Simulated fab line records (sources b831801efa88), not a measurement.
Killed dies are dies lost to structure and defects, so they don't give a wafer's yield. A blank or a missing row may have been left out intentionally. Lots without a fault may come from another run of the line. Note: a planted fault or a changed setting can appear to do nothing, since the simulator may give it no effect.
Chamber matching + flow gf180mcu + rie diel-03 running GF_PASSIVATION_ETCH_11: 4 sister chambers
The step etches the open film in CF4/O2, stops on TiN, target depth 1800 nm, time 400 s. 4 wafers are shown with their chamber, then 8 later ones without.

## WAFERS PAIRED WITH THEIR CHAMBERS
| wafer  | chamber | throttle valve pct (%) |
|--------|---------|------------------------|
| L082.5 | 2       | 5.952                  |
| L088.1 | 0       | 5.951                  |
| L088.2 | 3       | 5.961                  |
| L088.4 | 1       | 5.949                  |

## WAFERS WHOSE CHAMBER IS MISSING
| wafer  | throttle valve pct (%) |
|--------|------------------------|
| L088.5 | 5.952                  |
| L088.6 | 5.959                  |
| L093.2 | 5.959                  |
| L093.5 | 5.954                  |
| L093.6 | 5.960                  |
| L094.1 | 5.950                  |
| L094.4 | 5.955                  |
| L094.5 | 5.957                  |

## EACH ONE'S CHAMBER
| wafer  | from the rows above               | in truth                   |
|--------|-----------------------------------|----------------------------|
| L088.5 | can't be placed: 2 or 0 or 1      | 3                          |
| L088.6 | 3                                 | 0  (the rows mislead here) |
| L093.2 | 3                                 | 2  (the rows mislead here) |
| L093.5 | can't be placed: 2 or 0 or 1      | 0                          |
| L093.6 | 3                                 | 3                          |
| L094.1 | can't be placed: 0 or 1 or 2      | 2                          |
| L094.4 | can't be placed: 2 or 0 or 1 or 3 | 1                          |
| L094.5 | can't be placed: 3 or 2 or 0 or 1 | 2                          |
Placed correctly: 1 of 8. These rows do not allow placing 5 (true chamber among the candidates in 4). Placed wrongly: 2.
How it was worked out, from the rows above alone: a wafer's distance from a chamber is the root of the sum, over the readings, of the square of ((its reading less the chamber's mean) divided by the reading's scatter). If the next closest chamber is less than 2 further off than the closest, the wafer can't be placed; otherwise it belongs to the closest. Each chamber's mean is taken over the wafers shown for it. The scatter: with one shown wafer a chamber, the root of the mean of the squares of how far each hidden wafer lies from its nearest shown one.
